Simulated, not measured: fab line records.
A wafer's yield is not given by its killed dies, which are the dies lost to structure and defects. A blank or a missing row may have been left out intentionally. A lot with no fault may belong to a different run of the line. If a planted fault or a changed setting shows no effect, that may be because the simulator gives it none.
The tool behind it: which one? -- flow gf180mcu -- route of 602 steps, sampled at 1 step: 13 lots, 38 wafers

== WHAT THE GAUGES READ, wafer by wafer ==
GF_V5_THK_MEAS_03.
lot,measured,on,V5_CVD_02_THK (nm)
L925,day 26 04:46,film metro-04,1436 1467
L926,day 26 08:29,film metro-04,1430 1452 1444
L928,day 26 23:32,film metro-02,1452 1498 1470
L929,day 27 09:26,film metro-04,1461 1434 1478
L930,day 27 16:41,film metro-04,1432 1460 1495
L931,day 28 04:10,film metro-04,1443 1446 1465
L932,day 28 16:48,film metro-02,1452 1452 1431
L933,day 28 18:13,film metro-02,1447 1445 1456
L934,day 29 06:02,film metro-02,1463 1446 1458
L941,day 31 00:01,film metro-02,1437 1427 1446
L942,day 31 06:38,film metro-02,1445 1460 1438
L945,day 32 02:07,film metro-04,1432 1447 1454
L948,day 32 23:02,film metro-03,1429 1431 1458

== WHICH TOOL RAN EACH LOT (tool, then ch and the chambers of the sampled wafers, then the start) ==
There is no process step in the record ahead of these readings.

== AS READ BY THE TOOLS THEMSELVES (means over the sampled wafers that have a number; for cases with no such wafer, the mark the record gives instead) ==
The record holds no such reading with a usual standard deviation.

== THE ANSWER, worked out from the rows above alone ==
Rule: the lots themselves supply what counts as usual. The widest of any qualifying gaps counts: lots, ordered by their means at a reading, are off when they make up no more than a third of the lots, leave a main group of 4 or more, and stand apart from it by 3 or more times the standard deviation of that group's means. The tables above print the reading to a certain number of digits; a main group whose means all agree to those digits is not used. Also off: a lot with no number at a reading for which 4 or more lots have one. Where the step has rows for the other lots, those lots are counted as sound. The gauges are gone through in route order, then the tools' own readings, and for those a lot's mean is taken as printed above. The first step at which some lot is off is used, and at that step the reading that is off furthest; a lot without a number counts as furthest.
Across all readings shown, no lot is off: no conclusion can be drawn from this.

== WHAT WAS PUT IN BY THE SIMULATOR ==
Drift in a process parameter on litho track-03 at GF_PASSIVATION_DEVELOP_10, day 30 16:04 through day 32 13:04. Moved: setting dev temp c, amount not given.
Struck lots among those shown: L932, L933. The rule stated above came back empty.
